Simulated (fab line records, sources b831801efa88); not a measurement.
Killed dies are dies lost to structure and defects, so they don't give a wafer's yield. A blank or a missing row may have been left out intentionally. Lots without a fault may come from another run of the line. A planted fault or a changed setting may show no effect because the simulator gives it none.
Struck lot and sound lot, side by side	flow sky130	14 out of 708 route steps
Sound: these wafers, L302.1, L302.2, L302.6. Wafers struck: L314.1, L314.2, L314.4. Last of all comes the cause.
At each step with rows: each side's tool, then ch and its chambers, then its first start. Under that, the readings that differ: sound wafers	struck wafers	difference of the means	sigmas: that difference in standard deviations of wafers without a fault.
alike: readings with means less than 2 such deviations apart, plus words and numbers identical on both sides. not compared: withheld readings, readings lacking a value on some wafer, bounds such as >300 that could conceal the same value, and numbers that have no deviation in the record and whose values overlap.
The two part at a step that has a row with sigmas, a row that says differs or no value, or rows on one side only. Numbers that don't overlap but have no deviation are shown without sigmas and don't part them. A reading missing from all wafers of one side parts the sides only when that side holds two or more wafers.

first, 6 steps without rows for these wafers: SKY_VIA4_HMDS_05 (prime time 60 s); SKY_VIA4_COAT_06 (resist thk 1140 nm); SKY_VIA4_SOFTBAKE_07 (time 58.38 s); SKY_VIA4_EXPOSE_08 (exposes mask VIM4, target cd 800 nm); SKY_VIA4_PEB_09; SKY_VIA4_DEVELOP_10 (develop time 60 s).
SKY_VIA4_OVL_MEAS_11:
  sound on overlay-01, day 43 18:10; struck on overlay-01, day 47 05:37
  alike: VIA4_OVL
SKY_VIA4_ETCH_12: etches SiO2 in C4F8/O2/Ar, stops on TiN, target depth 580 nm.
  sound on rie-diel-04 ch 1,3, day 43 18:11; struck on rie-diel-04 ch 1,2,3, day 47 05:39
  alike: oes-product-au
SKY_VIA4_STRIP_13: strips in O2/N2.
  sound on plasma-asher-01 ch 0,1, day 43 18:16; struck on plasma-asher-04 ch 0,1, day 47 05:43
  alike: drypump-motor-current-A, oes-product-au, strip-time-to-endpoint-s
  not compared: rf-hours-counter-h
then, 3 steps without rows for these wafers: SKY_VIA4_STRIP_14 (strips in post etch residue remover, time 1200 s); SKY_VIA4_CLEAN_15 (cleans in IPA, time 180 s); SKY_VIA4_CLEAN_16 (cleans in O3/DIW).
SKY_VIA4_SPUTTER_17: material TiN, target thk 20 nm, time 80 s.
  sound on pvd-sputter-01, day 43 18:52; struck on pvd-sputter-03, day 47 06:20
  no value came back on the struck wafers for cathode-dc-power-W (W), chamber-pressure-pa (Pa), throttle-valve-pct (%); on the sound wafers cathode-dc-power-W (W) reads 4000.2 4001.3 4000.4
SKY_VIA4_CVD_18: deposits W, target thk 505 nm, time 152.14 s.
  sound on cvd-w-02 ch 0,1, day 43 18:55; struck on cvd-w-02 ch 0,1, day 47 06:24
  alike: chamber-pressure-Torr, heater-power-w
  not compared: since-wet-clean-h

== WHERE THEY PART ==
SKY_VIA4_SPUTTER_17 only, going by this record. Later steps at which nothing parts them and some readings are alike: SKY_VIA4_CVD_18.

WHY: what had been put in by the simulator
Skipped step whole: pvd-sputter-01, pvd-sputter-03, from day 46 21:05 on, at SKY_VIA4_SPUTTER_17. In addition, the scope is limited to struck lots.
